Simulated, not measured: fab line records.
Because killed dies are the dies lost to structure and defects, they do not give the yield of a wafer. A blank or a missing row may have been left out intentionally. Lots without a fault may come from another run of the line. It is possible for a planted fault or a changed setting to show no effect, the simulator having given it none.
Problem report in the 8D (eight disciplines) form, filled by code + flow gf180mcu + the parts of the form that need people (team, actions taken, sign-off) are left out

## 1. WHAT IS WRONG
HV_LDD_3_TW at GF_HV_LDD_TW_MEAS_38 reads a mean of 1318 on 9 wafers of 3 lots; wafers without a fault read 1434 with a standard deviation of 14. That is -8.3 standard deviations from the usual mean.
First seen on wafer L811.2, day 15 07:58, on film metro-01. Wafers with a number at this step in the record: 33, from 11 lots. Rule for "out", or "out of limits": more than 4 standard deviations from the usual mean. All remaining wafers that have a number are taken as sound.

## 2. WHAT IT IS, WHAT IT ISN'T
| question                    | is                           | is not                                                                                 |
|-----------------------------|------------------------------|----------------------------------------------------------------------------------------|
| which readings at this step | HV_LDD_3_TW                  | -                                                                                      |
| which lots                  | L811, L813, L814             | L801, L803, L804, L805, L817, L821, L823, L824                                         |
| which wafers of those lots  | all that have a number       | -                                                                                      |
| read on which gauges        | film metro-01, film metro-03 | film metro-04                                                                          |
| when                        | from day 15 07:58            | up to then (12 sound wafers); but 12 sound wafers of L817, L821, L823, L824 came after |

## 3. WHAT RULES OUT EACH SUSPECT
Counting: a tool at a process step up to the reading stays a suspect if it ran every lot that is out and no sound lot after the first of them.
- the gauge at GF_HV_LDD_TW_MEAS_38 has been ruled out. 2 gauges (film metro-01, film metro-03) read the wafers that are out.
- implanter-02 at GF_HV_LDD_IMPLANT_33: ruled out as a lasting fault. Following L811 (day 15 06:50), the first lot on it that is out, the sound lots L823 were run on it.
Left after counting: nothing in the record.

## 4. THE CAUSE (what the simulator had put in)
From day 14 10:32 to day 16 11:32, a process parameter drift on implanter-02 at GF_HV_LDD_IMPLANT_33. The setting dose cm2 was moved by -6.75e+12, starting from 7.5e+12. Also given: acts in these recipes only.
Counting ruled it out, wrongly: the rule takes a fault to strike every lot that its tool runs from its start on, and this one did not.

## 5. THE EFFECT CHAIN, in route order
Each row: a reading where the mean over the struck wafers with a number is more than 3 standard deviations away from the usual. Scope: only readings with a usual standard deviation given in the record; hours: median across lots of the time from each lot's start at the first step in this table that gives one to its start at this step; sigmas: change in usual standard deviations.
| hours | step                    | reading            | usual        | on struck wafers | change   | sigmas      |
|-------|-------------------------|--------------------|--------------|------------------|----------|-------------|
| 0     | GF_HV_LDD_IMPLANT_33    | dose ions cm2      | 7.5e+12      | 7.4e+11          | -6.8e+12 | -99 or more |
| 0     | GF_HV_LDD_IMPLANT_33    | faraday current uA | 42.4         | 4.2              | -38.2    | -42         |
| 1     | GF_HV_LDD_TW_MEAS_38    | HV_LDD_3_TW        | 1434         | 1318             | -116     | -8.3        |
| 23    | GF_HV_LDD_RS_MEAS_53    | HV_LDD_RS          | 418.3 ohm/sq | 437.2            | +18.9    | +21         |
| 410   | GF_PASSIVATION_PROBE_99 | killed at other    | 0.1          | 1.0              | +0.9     | +3.1        |
Its process steps:
- GF_HV_LDD_IMPLANT_33
- GF_PASSIVATION_PROBE_99
At these later measuring or inspecting steps, every struck wafer for which the step has a row has a number for every such reading, and none has moved that far: GF_V3_BOW_MEAS_05.

## 6. HOW IT WOULD HAVE BEEN CAUGHT EARLIER
The first out-of-limits reading at a measuring or inspecting step in this record came at day 15 07:58, 21 hours after the fault's start at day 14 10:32.
At GF_HV_LDD_IMPLANT_33, the tool's own readings (dose ions cm2, faraday current uA) were out on each struck wafer the step has a row for, so an alarm limit on them would have fired on the first such wafer.
